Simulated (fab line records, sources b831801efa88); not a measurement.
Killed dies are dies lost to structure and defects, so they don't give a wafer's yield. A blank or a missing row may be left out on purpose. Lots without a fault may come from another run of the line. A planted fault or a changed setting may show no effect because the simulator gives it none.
Which tool did it? | flow sky130 | 12 lots, 36 wafers sampled, at 5 steps of a route of 708

WHAT THE GAUGES READ, wafer by wafer
SKY_DNWELL_TW_MEAS_09.
lot  | measured    | on            | DNWELL_TW
L660 | day 3 18:11 | film_metro-03 | 1083 1085 1086
L661 | day 4 05:01 | film_metro-03 | 1106 1111 1104
L662 | day 4 05:17 | film_metro-04 | 1107 1113 1103
L665 | day 4 18:04 | film_metro-01 | 1101 1105 1105
L666 | day 5 04:26 | film_metro-03 | 1098 1097 1098
L667 | day 5 04:47 | film_metro-04 | 1112 1112 1110
L668 | day 5 13:31 | film_metro-03 | 1088 1094 1092
L674 | day 6 17:14 | film_metro-01 | 1102 1103 1113
L675 | day 6 17:22 | film_metro-04 | 1103 1105 1108
L676 | day 7 00:01 | film_metro-04 | 1108 1106 1109
L678 | day 7 11:02 | film_metro-01 | 1095 1096 1099
L679 | day 7 11:55 | film_metro-01 | 1096 1097 1094

SKY_PWDE_OVL_MEAS_07.
lot  | measured    | on         | PWDE_OVL (nm)
L660 | day 4 09:34 | overlay-01 | 0.5 -0.5 1.4
L661 | day 4 21:02 | overlay-01 | -0.3 -0.2 0.3
L662 | day 4 21:25 | overlay-02 | -0.6 1.4 0.7
L665 | day 5 09:31 | overlay-01 | 1.8 1.7 0.7
L666 | day 5 19:14 | overlay-02 | 0.7 0.4 1.5
L667 | day 5 19:46 | overlay-02 | -0.2 -2.2 -2.5
L668 | day 6 07:03 | overlay-01 | 0.4 1.6 0.4
L674 | day 7 12:07 | overlay-02 | -1.2 -0.6 1.9
L675 | day 7 12:32 | overlay-01 | 3.2 2.0 0.1
L676 | day 7 19:32 | overlay-01 | 0.2 1.5 -1.3
L678 | day 8 06:16 | overlay-01 | 1.7 3.0 1.6
L679 | day 8 06:50 | overlay-02 | 2.0 0.7 2.9

SKY_VT_ADJUST_LVTN_OVL_MEAS_07.
lot  | measured     | on         | VT_ADJUST_LVTN_OVL (nm)
L660 | day 7 07:59  | overlay-01 | -1.5 -1.9 -1.2
L661 | day 7 22:55  | overlay-02 | 1.7 1.8 1.5
L662 | day 8 00:11  | overlay-02 | -1.4 -2.8 -1.3
L665 | day 8 13:38  | overlay-02 | 321.4 321.2 322.2
L666 | day 9 03:15  | overlay-01 | 320.9 321.5 320.6
L667 | day 9 04:38  | overlay-01 | 319.3 319.4 318.2
L668 | day 9 16:32  | overlay-02 | 319.4 318.1 319.1
L674 | day 11 04:05 | overlay-01 | -0.3 -0.6 -0.6
L675 | day 11 04:58 | overlay-01 | 0.1 0.8 1.0
L676 | day 11 11:52 | overlay-02 | -0.3 -0.6 -0.2
L678 | day 12 01:17 | overlay-02 | -0.3 -1.4 0.3
L679 | day 12 02:37 | overlay-02 | -2.7 0.0 -0.4

SKY_VT_ADJUST_LVTN_TW_MEAS_21.
lot  | measured     | on            | VT_ADJUST_LVTN_2_TW
L660 | day 8 04:30  | film_metro-01 | 185.9 184.7 185.6
L661 | day 8 18:24  | film_metro-01 | 183.7 184.5 184.8
L662 | day 8 20:46  | film_metro-01 | 184.0 184.8 184.6
L665 | day 9 10:28  | film_metro-02 | 184.0 184.6 183.6
L666 | day 10 01:10 | film_metro-01 | 184.6 185.2 185.1
L667 | day 10 02:23 | film_metro-01 | 183.8 185.3 185.4
L668 | day 10 15:32 | film_metro-01 | 187.0 185.4 184.4
L674 | day 12 04:49 | film_metro-03 | 185.3 186.0 185.9
L675 | day 12 05:32 | film_metro-02 | 184.2 184.8 184.3
L676 | day 12 12:15 | film_metro-02 | 183.2 183.8 184.4
L678 | day 13 02:21 | film_metro-01 | 184.9 185.9 185.2
L679 | day 13 04:33 | film_metro-02 | 183.7 182.8 183.2

WHICH TOOL RAN EACH LOT (tool, then ch and the chambers of the sampled wafers, then the start)
lot  | SKY_VT_ADJUST_LVTN_EXPOSE_04
L660 | iline_stepper-01 ch 0, day 6 22:38
L661 | iline_stepper-02 ch 0, day 7 12:55
L662 | iline_stepper-01 ch 0, day 7 14:02
L665 | iline_stepper-02 ch 0, day 8 03:37
L666 | iline_stepper-02 ch 0, day 8 17:05
L667 | iline_stepper-02 ch 0, day 8 18:00
L668 | iline_stepper-02 ch 0, day 9 05:40
L674 | iline_stepper-01 ch 0, day 10 16:39
L675 | iline_stepper-01 ch 0, day 10 17:36
L676 | iline_stepper-01 ch 0, day 11 00:15
L678 | iline_stepper-01 ch 0, day 11 13:35
L679 | iline_stepper-01 ch 0, day 11 14:37
- SKY_VT_ADJUST_LVTN_EXPOSE_04: exposes mask NWM COMPLEMENT LESS NATIVE, target cd 840 nm.

WHAT THE TOOLS THEMSELVES READ (means of the sampled wafers that have a number; where no wafer has one, the mark that the record gives instead)
SKY_VT_ADJUST_LVTN_EXPOSE_04.
lot  | tool             | focus_offset_nm (nm) | reticle_temp_C (C)
L660 | iline_stepper-01 | -0.2                 | 22.94
L661 | iline_stepper-02 | 0.4                  | 22.93
L662 | iline_stepper-01 | 0.2                  | 22.95
L665 | iline_stepper-02 | -0.3                 | 23.02
L666 | iline_stepper-02 | 0.3                  | 22.98
L667 | iline_stepper-02 | -0.1                 | 22.99
L668 | iline_stepper-02 | 0.1                  | 22.91
L674 | iline_stepper-01 | 0.4                  | 22.97
L675 | iline_stepper-01 | -0.3                 | 22.93
L676 | iline_stepper-01 | -0.1                 | 23.00
L678 | iline_stepper-01 | -0.4                 | 23.00
L679 | iline_stepper-01 | -0.3                 | 23.05

THE ANSWER, worked out from the rows above alone
Rule: what is usual is taken from the lots themselves. Put in order of their means at a reading, lots are off if they are a third of the lots or fewer, leave a main group of 4 or more, and stand apart from it by a gap of 3 or more times the standard deviation of the main group's means; of several such gaps the widest counts. A main group whose means are all the same, to the digits that the tables above print for the reading, isn't used. A lot without any number at a reading at which 4 lots or more have one is off too. The other lots that the step has rows for count as sound. The gauges are gone through in route order, then the tools' own readings, and for those a lot's mean is taken as printed above. The first step at which some lot is off is used, and at that step the reading that is off furthest; a lot without a number counts as furthest.
Off: L665, L666, L667, L668, at SKY_VT_ADJUST_LVTN_OVL_MEAS_07 (VT_ADJUST_LVTN_OVL). The main group: mean -0.4 nm, standard deviation 1.1.
A tool fits if, at a process step before that reading, it ran every lot that is off, and no sound lot after the first of them. The gauges at SKY_VT_ADJUST_LVTN_OVL_MEAS_07 are tried like those tools. One fits: iline_stepper-02 at SKY_VT_ADJUST_LVTN_EXPOSE_04. Its last sound lot is L661 (day 7 12:55), its first lot that is off L665 (day 8 03:37): a fault that began between those two fits.

WHAT THE SIMULATOR HAD PUT IN
Scanner matching overlay: iline_stepper-02, from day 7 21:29 on, at SKY_VT_ADJUST_LVTN_EXPOSE_04. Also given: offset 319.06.
Lots struck among those shown: L665, L666, L667, L668. The rule above found the same.
